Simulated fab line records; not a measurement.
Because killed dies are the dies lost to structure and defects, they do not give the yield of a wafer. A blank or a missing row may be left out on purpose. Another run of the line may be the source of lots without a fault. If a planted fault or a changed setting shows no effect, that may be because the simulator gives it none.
8D (eight disciplines) problem report, filled in by code ; flow sky130 ; the parts of the form that need people (team, actions taken, sign-off) are left out

== 1. PROBLEM STATEMENT ==
At SKY_LDD_N_IMPLANT_08, faradayCurrentUA averages 489 over 6 wafers from 2 lots, while fault-free wafers read 422, standard deviation 9. Measured from the usual mean, that is +7.4 standard deviations.
Seen first at day 22 08:54 on implanter-03, wafer L162.3. The record holds 36 wafers of 12 lots with a number at this step. Rule for "out", or "out of limits": more than 4 standard deviations from the usual mean. The rest of the wafers with a number are treated as sound.

== 2. WHAT IT IS, AND WHAT IT ISN'T ==
question;is;is not
which readings at this step;faradayCurrentUA, beamOnS;beamEnergyKeV
which lots;L162, L163;L150, L151, L152, L153, L154, L155, L170, L171, L172, L173
which wafers of those lots;all that have a number;-
read on which tools;implanter-03;implanter-01, implanter-02
when;from day 22 08:54;"up to then (18 sound wafers); but 12 sound wafers of L170, L171, L172, L173 came after"

== 3. SUSPECTS, AND WHAT RULES EACH OUT ==
Counting: a tool at any process step up to the reading remains a suspect when it ran all the lots that are out and ran no sound lot after the first of those.
- implanter-03 at SKY_LDD_N_IMPLANT_08: ruled out as a lasting fault. The sound lots L172 went through it after L162, its earliest lot that is out (day 22 08:54).
Left after counting: nothing in the record.

== 4. THE CAUSE (what the simulator had put in) ==
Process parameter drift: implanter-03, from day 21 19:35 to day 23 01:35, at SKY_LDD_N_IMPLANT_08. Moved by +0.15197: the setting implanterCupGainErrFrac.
Counting ruled it out, wrongly.

== 5. SEQUENCE OF EFFECTS, ordered by route ==
Each row: a reading whose mean over the struck wafers that have a number lies more than 3 standard deviations from the usual. Scope: only readings with a usual standard deviation given in the record; hours: median across lots of the time from each lot's start at the first step in this table that gives one to its start at this step; sigmas: change in usual standard deviations.
hours;step;reading;usual;on struck wafers;change;sigmas
0;SKY_LDD_N_IMPLANT_08;beamOnS;10.01 s;8.65;-1.36;-6.5
0;SKY_LDD_N_IMPLANT_08;faradayCurrentUA;422;489;+67;+7.4
The process steps in it:
- SKY_LDD_N_IMPLANT_08
Later steps that measure or inspect, where all struck wafers having a row at the step show a number for every such reading and not one has moved that far: SKY_LI_CONTACT_OVL_MEAS_13.

== 6. WHAT WOULD HAVE CAUGHT IT SOONER ==
13 hours passed between the start of the fault at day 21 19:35 and the first reading out of limits in this record, taken at day 22 08:54.
